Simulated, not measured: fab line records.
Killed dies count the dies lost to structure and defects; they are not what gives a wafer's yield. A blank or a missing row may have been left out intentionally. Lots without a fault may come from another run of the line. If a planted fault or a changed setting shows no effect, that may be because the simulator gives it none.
Chamber matching ; flow sfq line ; SFQ_TRILAYER_I2_DEP_PECVD_063 on pecvd-04: 3 sister chambers
The step deposits SiO2 from SiH4/N2O, time 111.11 s, target thk 500 nm. 3 wafers are shown with their chamber, then 7 later ones without.

WAFERS WITH THEIR CHAMBER
wafer;chamber;throttle valve pct (%)
L573.3;1;23.1
L582.1;0;24.3
L582.3;2;26.2

WAFERS WHOSE CHAMBER IS MISSING
wafer;throttle valve pct (%)
L582.6;24.3
L585.3;24.1
L585.4;23.6
L585.6;26.1
L592.1;23.6
L592.2;26.5
L592.6;26.5

THE CHAMBER EACH PASSED THROUGH
wafer;from the rows above;in truth
L582.6;0;0
L585.3;0;0
L585.4;can't be placed: 1 or 0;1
L585.6;2;2
L592.1;can't be placed: 1 or 0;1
L592.2;2;2
L592.6;2;2
Placed correctly: 5 of 7. From these rows, 2 cannot be placed; in 2 the true chamber is one of the candidates. Placed wrongly: 0.
How it was worked out, from the rows above alone: a wafer's distance from a chamber is the root of the sum, over the readings, of the square of ((its reading less the chamber's mean) divided by the reading's scatter). If the next closest chamber is less than 2 further off than the closest, the wafer can't be placed; otherwise it belongs to the closest. Each chamber's mean is taken over the wafers shown for it. The scatter: with one shown wafer a chamber, the root of the mean of the squares of how far each hidden wafer lies from its nearest shown one.
